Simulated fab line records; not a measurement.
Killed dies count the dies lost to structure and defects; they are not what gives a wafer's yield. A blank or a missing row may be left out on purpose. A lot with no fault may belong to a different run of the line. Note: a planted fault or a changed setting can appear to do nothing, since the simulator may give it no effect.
Struck lot and sound lot, side by side + flow sfqLine + 14 out of 325 route steps
Sound: the wafers L998.4, L998.5, L998.6. Struck: wafer L105.1 (left out: L105.3, L105.5 of the same lot, which were not struck); the cause appears at the end.
For every step that has rows: the tool of each side, followed by ch and its chambers, followed by its first start. Under that, the readings that differ: sound wafers + struck wafers + difference of the means + sigmas: that difference in standard deviations of wafers without a fault.
alike: a reading whose means differ by less than 2 such deviations, as well as words and numbers matching on both sides. not compared: withheld readings; readings where some wafer has no value; bounds like >300 that might hide an equal value; numbers whose values overlap and for which the record gives no deviation.
The two part at a step that has a row with sigmas, a row that says differs or no value, or rows on one side only. Numbers that don't overlap but have no deviation are shown without sigmas and don't part them. A reading that every wafer of one side lacks parts them only if that side has two wafers or more.

first, 2 steps without rows for these wafers: SFQ_TRILAYER_C5_STRIP_SOLV_CLEAN_156 (cleans in NMP, time 600 s); SFQ_TRILAYER_M6_DEP_PRE_CLEAN_158 (time 22.5 s).
SFQ_TRILAYER_M6_DEP_SPUTTER_157: material Nb, target thk 200 nm, time 133.3 s.
  sound on pvdSputter-06 at day 70 14:46; struck on pvdSputter-05 at day 71 09:58
  alike: cathodeDcPowerW, throttleValvePct
SFQ_M6_RS_MEAS_938: measures by four-point-probe.
  sound on filmMetro-02 at day 70 14:55; struck on filmMetro-02 at day 71 10:03
  alike: M6_NB_RS
then, 6 steps without rows for these wafers: SFQ_TRILAYER_M6_LITHO_COAT_164 (resist thk 62 nm); SFQ_TRILAYER_M6_LITHO_COAT_159 (resist thk 600 nm); SFQ_TRILAYER_M6_LITHO_SOFTBAKE_163; SFQ_TRILAYER_M6_LITHO_EXPOSE_160 (exposes mask M6, target cd 500 nm); SFQ_TRILAYER_M6_LITHO_PEB_162 (peb time 60 s); SFQ_TRILAYER_M6_LITHO_DEVELOP_161 (time 60 s).
SFQ_M6_OVL_MEAS_940:
  sound on overlay-01 at day 70 20:46; struck on overlay-01 at day 71 16:09
  alike: M6_OVL
SFQ_TRILAYER_M6_BARC_OPEN_METAL_ETCH_206: etches BARC in O2, target depth 125 nm, time 41.7 s.
  sound on rieMetal-01 ch 0,1, day 70 20:49; struck on rieMetal-01 ch 0, day 71 16:11
| reading                                            | sound             | struck | difference                   | sigmas |
|----------------------------------------------------|-------------------|--------|------------------------------|--------|
| oesProductAu (a.u.)                                | 0.689 0.683 0.685 | 0.763  | +0.077                       | +17    |
| rfHoursCounterH (h)                                | - - -             | 45     | no value on the sound wafers |        |
| runLengthS (s)                                     | 73.7 73.1 73.8    | 64.9   | -8.6                         | -13    |
| model.KrF_of_TRILAYER_M6_LITHO_COAT_159.thkNm (nm) | 525.3 525.8 523   | 531.8  | +7.1                         |        |
  alike: drypumpMotorCurrentA
SFQ_TRILAYER_M6_ETCH_METAL_ETCH_162: etches Nb in Cl2/Ar, stops on SiO2, target depth 240 nm, time 120 s.
  sound on rieMetal-01 ch 0,1, day 70 20:56; struck on rieMetal-01 ch 0, day 71 16:14
| reading                                            | sound             | struck | difference                   | sigmas |
|----------------------------------------------------|-------------------|--------|------------------------------|--------|
| rfHoursCounterH (h)                                | - - -             | 45     | no value on the sound wafers |        |
| runLengthS (s)                                     | 151.3 151.2 151.5 | 148.7  | -2.6                         | -4     |
| model.KrF_of_TRILAYER_M6_LITHO_COAT_159.thkNm (nm) | 383.7 385.6 381.8 | 390.8  | +7.1                         |        |
  alike: drypumpMotorCurrentA, oesProductAu
SFQ_TRILAYER_M6_STRIP_STRIP_163: strips in O2.
  sound on rieMetal-01 ch 0,1, day 70 21:18; struck on rieMetal-01 ch 0, day 71 16:22
| reading             | sound | struck | difference                   | sigmas |
|---------------------|-------|--------|------------------------------|--------|
| rfHoursCounterH (h) | - - - | 45     | no value on the sound wafers |        |
  alike: drypumpMotorCurrentA, oesProductAu

## WHERE THEY PART
First at SFQ_TRILAYER_M6_BARC_OPEN_METAL_ETCH_206; last, within this record, at SFQ_TRILAYER_M6_STRIP_STRIP_163.

WHY: what the simulator had put in
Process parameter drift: rieMetal-01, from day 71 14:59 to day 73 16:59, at SFQ_TRILAYER_M6_BARC_OPEN_METAL_ETCH_206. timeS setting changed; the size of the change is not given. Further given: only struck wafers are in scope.
